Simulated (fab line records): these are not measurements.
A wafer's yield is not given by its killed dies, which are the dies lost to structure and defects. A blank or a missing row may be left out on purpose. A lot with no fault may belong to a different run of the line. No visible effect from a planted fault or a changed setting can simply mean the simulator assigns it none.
A struck lot beside a sound one	flow sky130	27 out of 708 route steps
Sound: these wafers, L835.1, L835.2, L835.3. Struck: wafers L830.2, L830.4. (L830.3 of the same lot was not struck and is left out.) The cause comes at the end.
For every step that has rows: the tool of each side, followed by ch and its chambers, followed by its first start. Under that, the readings that differ: sound wafers	struck wafers	difference of the means	sigmas: that difference in standard deviations of wafers without a fault.
alike: readings with means less than 2 such deviations apart, plus words and numbers identical on both sides. not compared: withheld readings, readings lacking a value on some wafer, bounds such as >300 that could conceal the same value, and numbers that have no deviation in the record and whose values overlap.
Wherever a step has rows on one side only, a row that says differs or no value, or a row with sigmas, the two part there. Numbers that don't overlap but have no deviation are shown without sigmas and don't part them. Lack of a reading on every wafer of one side parts them only where that side has two or more wafers.

first, 10 steps without rows for these wafers: SKY_LOCAL_INTERCONNECT_SOFTBAKE_07 (time 90 s); SKY_LOCAL_INTERCONNECT_EXPOSE_08 (exposes mask LI1M, target cd 170 nm); SKY_LOCAL_INTERCONNECT_PEB_09; SKY_LOCAL_INTERCONNECT_DEVELOP_10 (develop time 60 s); SKY_LOCAL_INTERCONNECT_ETCH_13 (etches BARC in N2/H2, stops on SiO2, time 45.9 s, target depth 60 nm); SKY_LOCAL_INTERCONNECT_METAL_ETCH_14 (etches TiN in Cl2/BCl3, stops on PSG, target depth 110 nm, time 31.4 s); SKY_LOCAL_INTERCONNECT_STRIP_15 (strips in O2/N2); SKY_LOCAL_INTERCONNECT_STRIP_16 (strips in post etch residue remover, time 1200 s); SKY_LOCAL_INTERCONNECT_CLEAN_17 (cleans in IPA, time 180 s); SKY_LOCAL_INTERCONNECT_CLEAN_18 (cleans in O3/DIW).
SKY_CONTACT_CVD_00: deposits Si3N4, target thk 75 nm.
  sound on pecvd-02 ch 0,1,2, day 38 01:19; struck on pecvd-01 ch 1,2, day 36 14:29
reading	sound	struck	difference	sigmas
susceptorTempC (C)	400.11 399.78 400.15	- -	no value on the struck wafers	
model.Si3N4_of_CONTACT_CVD_00.thkNm (nm)	74.57 74.1 74.83	56.82 57.13	-17.52	
  alike: heaterPowerW
SKY_CONTACT_THK_MEAS_01:
  sound on filmMetro-04, day 38 01:21; struck on filmMetro-03, day 36 14:32
reading	sound	struck	difference	sigmas
CONTACT_CVD_00_THK (nm)	74.6 74.1 74.8	56.9 57.1	-17.5	-18
then, 12 steps without rows for these wafers: SKY_CONTACT_HDPCVD_02 (deposits SiO2, target thk 565 nm, time 94.2 s); SKY_CONTACT_CMP_04 (polishes SiO2); SKY_CONTACT_DEHYDRATE_06 (time 60 s); SKY_CONTACT_HMDS_07 (prime time 60 s); SKY_CONTACT_COAT_08 (resist thk 60 nm); SKY_CONTACT_COAT_09 (resist thk 450 nm); SKY_CONTACT_SOFTBAKE_10 (time 90 s); SKY_CONTACT_EXPOSE_11 (exposes mask CTM1, target cd 170 nm); SKY_CONTACT_PEB_12; SKY_CONTACT_DEVELOP_13 (develop time 60 s); SKY_CONTACT_ETCH_16 (etches BARC in N2/H2, stops on SiO2, time 45.9 s, target depth 60 nm); SKY_CONTACT_ETCH_17 (etches SiO2 in C4F8/O2/Ar, stops on Si3N4, target depth 340 nm).
SKY_CONTACT_ETCH_18: etches Si3N4 in CHF3/O2, stops on TiN, time 39 s, target depth 75 nm.
  sound on rieDiel-03 ch 0,1,2; struck on rieDiel-02 ch 2,3
reading	sound	struck	difference	sigmas
oesProductAu (a.u.)	0.854 0.855 0.855	0.742 0.737	-0.115	-16
throttleValvePct (%)	8.795 8.794 8.803	8.773 8.765	-0.028	-3
model.etch.depthNm (nm)	74.57 74.1 74.83	56.82 57.13	-17.52	
  alike: O2_flow_sccm, drypumpMotorCurrentA
  not compared: rfHoursCounterH
then, 1 step without rows for these wafers: SKY_CONTACT_STRIP_19 (strips in O2/N2).
-- the record jumps here: 14 days lie between the struck wafers' starts before and after (it left off in module CONTACT and takes up again in module PAD_OPEN, whose first step shown is number 708 of the route) --
SKY_PAD_OPEN_PROBE_99:
  sound on prober-02, day 51 13:02; struck on prober-01, day 50 14:56
  alike: killed_at_M0_to_M3, killed_at_M4_up, killedAtContacts, killedAtFrontEnd, killedAtOther, killedDies, killedOpen, killedShort

## WHERE THEY PART
At SKY_CONTACT_CVD_00 first; at SKY_CONTACT_ETCH_18 last (within this record only). Later steps at which nothing parts them and some readings are alike: SKY_PAD_OPEN_PROBE_99.

WHY: what had been put in by the simulator
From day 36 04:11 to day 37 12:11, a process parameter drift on pecvd-01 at SKY_CONTACT_CVD_00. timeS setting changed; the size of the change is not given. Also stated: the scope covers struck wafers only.
